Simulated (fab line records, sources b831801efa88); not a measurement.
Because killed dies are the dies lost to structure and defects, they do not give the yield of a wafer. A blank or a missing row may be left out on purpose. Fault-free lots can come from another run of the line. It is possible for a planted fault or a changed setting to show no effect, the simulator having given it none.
One fault seen from 2 desks | flow sfqLine | every desk sees just its own numbers, and what lay behind them comes last

## DESK OF THE TOOL OWNER: rieMetal-03
The tool's own readings at SFQ_TRILAYER_M1_BARC_OPEN_METAL_ETCH_054 (etches BARC in O2, target depth 125 nm, time 41.7 s): means of the sampled wafers that have a number, for each lot that ran on this tool. Any lot whose mean is over 4 standard deviations away from the usual mean is out of limits and marked OUT; that distance is given in the brackets.
Columns: A = drypumpMotorCurrentA at SFQ_TRILAYER_M1_BARC_OPEN_METAL_ETCH_054, usual 5.93 A; B = oesProductAu at SFQ_TRILAYER_M1_BARC_OPEN_METAL_ETCH_054, usual 0.684 a.u.
lot  | first seen here | A    | B
L881 | day 25 22:50    | 6.13 | 0.681
L896 | day 31 16:19    | 6.18 | 0.679
L897 | day 31 22:20    | 6.30 | 0.687
This desk found nothing out of limits on any of the 3 lots.

## FROM THE METROLOGY DESK
What the gauges read for every lot (on any tool): the sampled wafers with a number, averaged. Any lot whose mean is over 4 standard deviations away from the usual mean is out of limits and marked OUT; that distance is given in the brackets.
Columns: A = M1_NB_RS at SFQ_M1_RS_MEAS_909, usual 0.891 ohm/sq; B = M1_OVL at SFQ_M1_OVL_MEAS_911, usual -1 nm
lot  | first seen here | A     | B
L881 | day 19 14:47    | 0.894 | -4
L886 | day 21 17:35    | 0.891 | -1
L888 | day 22 13:38    | 0.882 | 4
L896 | day 25 21:28    | 0.876 | 2
L897 | day 26 01:06    | 0.887 | 6
L899 | day 27 01:06    | 0.891 | -7
This desk found nothing out of limits on any of the 6 lots.

## TAKEN TOGETHER
The tool owner's desk saw nothing out of limits.
From the metrology desk's view, nothing was out of limits.

## WHAT THE SIMULATOR HAD INSERTED
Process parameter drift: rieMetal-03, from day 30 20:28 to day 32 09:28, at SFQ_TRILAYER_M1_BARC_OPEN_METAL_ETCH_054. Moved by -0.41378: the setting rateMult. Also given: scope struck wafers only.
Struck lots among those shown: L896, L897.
